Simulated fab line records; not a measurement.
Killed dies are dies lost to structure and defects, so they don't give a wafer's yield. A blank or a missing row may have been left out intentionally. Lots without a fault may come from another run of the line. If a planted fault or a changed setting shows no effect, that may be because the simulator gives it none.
Which of the tools did it? ; flow sky130 ; Sampling: 11 lots, 33 wafers, 3 of 708 route steps

## WHAT EACH GAUGE READ, for each wafer
SKY_GATE_OXIDE_THK_MEAS_02.
lot;measured;on;GATE_OXIDE_OXIDATION_00_THK (nm)
L438;day 13 15:04;filmMetro-01;9.86 10.17 10.04
L437;day 13 15:17;filmMetro-03;10.34 10.37 10.11
L439;day 13 19:10;filmMetro-04;9.99 10.00 9.84
L442;day 14 19:37;filmMetro-03;10.18 10.32 10.21
L443;day 15 04:53;filmMetro-01;10.07 10.13 10.12
L444;day 15 16:01;filmMetro-04;10.25 10.21 10.02
L450;day 17 16:49;filmMetro-01;10.64 10.45 10.46
L453;day 18 17:55;filmMetro-03;9.00 8.97 8.82
L456;day 19 13:15;filmMetro-04;8.85 8.89 8.69
L457;day 19 19:25;filmMetro-04;10.11 10.18 10.24
L458;day 20 00:19;filmMetro-03;9.86 10.02 9.84

## WHICH TOOL RAN EACH LOT (tool, then ch and the chambers of the sampled wafers, then the start)
lot;SKY_VT_ADJUST_PCH_STRIP_09;SKY_GATE_OXIDE_OXIDATION_01
L438;plasmaAsher-01 ch 0,1, day 11 05:55;furnace-01 ch 0, day 13 13:37
L437;plasmaAsher-03 ch 0,1, day 11 06:34;furnace-02 ch 0, day 13 13:52
L439;plasmaAsher-02 ch 0,1, day 11 08:50;furnace-01 ch 0, day 13 17:44
L442;plasmaAsher-02 ch 0,1, day 12 09:58;furnace-02 ch 0, day 14 18:11
L443;plasmaAsher-01 ch 1, day 12 17:16;furnace-01 ch 0, day 15 03:29
L444;plasmaAsher-01 ch 0,1, day 13 02:55;furnace-02 ch 0, day 15 14:36
L450;plasmaAsher-01 ch 0,1, day 15 00:44;furnace-01 ch 0, day 17 15:23
L453;plasmaAsher-02 ch 0,1, day 15 19:41;furnace-01 ch 0, day 18 16:30
L456;plasmaAsher-03 ch 1, day 16 16:29;furnace-01 ch 0, day 19 11:50
L457;plasmaAsher-03 ch 0, day 17 01:13;furnace-02 ch 0, day 19 18:00
L458;plasmaAsher-02 ch 0,1, day 17 05:28;furnace-02 ch 0, day 19 22:55
- SKY_VT_ADJUST_PCH_STRIP_09: strips in O2/N2.
- SKY_GATE_OXIDE_OXIDATION_01: stabilise 600 s, purge 300 s, target thk 10.268 nm.

## THE ANSWER, worked out from the rows above alone
Rule: the usual values come from the lots themselves. Put in order of their means at a reading, lots are off if they are a third of the lots or fewer, leave a main group of 4 or more, and stand apart from it by a gap of 3 or more times the standard deviation of the main group's means; of several such gaps the widest counts. Not used: any main group whose means are identical at the precision the tables above print for the reading. Also off: a lot with no number at a reading for which 4 or more lots have one. Any other lot the step has rows for is counted as sound.
Off: L453, L456, seen at SKY_GATE_OXIDE_THK_MEAS_02 (GATE_OXIDE_OXIDATION_00_THK). For the main group the mean is 10.15 nm and the standard deviation 0.18.
If a tool, at a process step before that reading, ran all the lots that are off and no sound lot after the first of them, it fits. Gauges at SKY_GATE_OXIDE_THK_MEAS_02: tried the same way as those tools. One fits: furnace-01 at SKY_GATE_OXIDE_OXIDATION_01. Its last sound lot is L450 (day 17 15:23), its first lot that is off L453 (day 18 16:30): a fault that began between those two fits.

## WHAT THE SIMULATOR HAD PUT IN
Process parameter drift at SKY_GATE_OXIDE_OXIDATION_01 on furnace-01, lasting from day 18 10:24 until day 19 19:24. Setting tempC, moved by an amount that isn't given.
Lots struck among those shown: L453, L456. The rule given above showed the same thing.
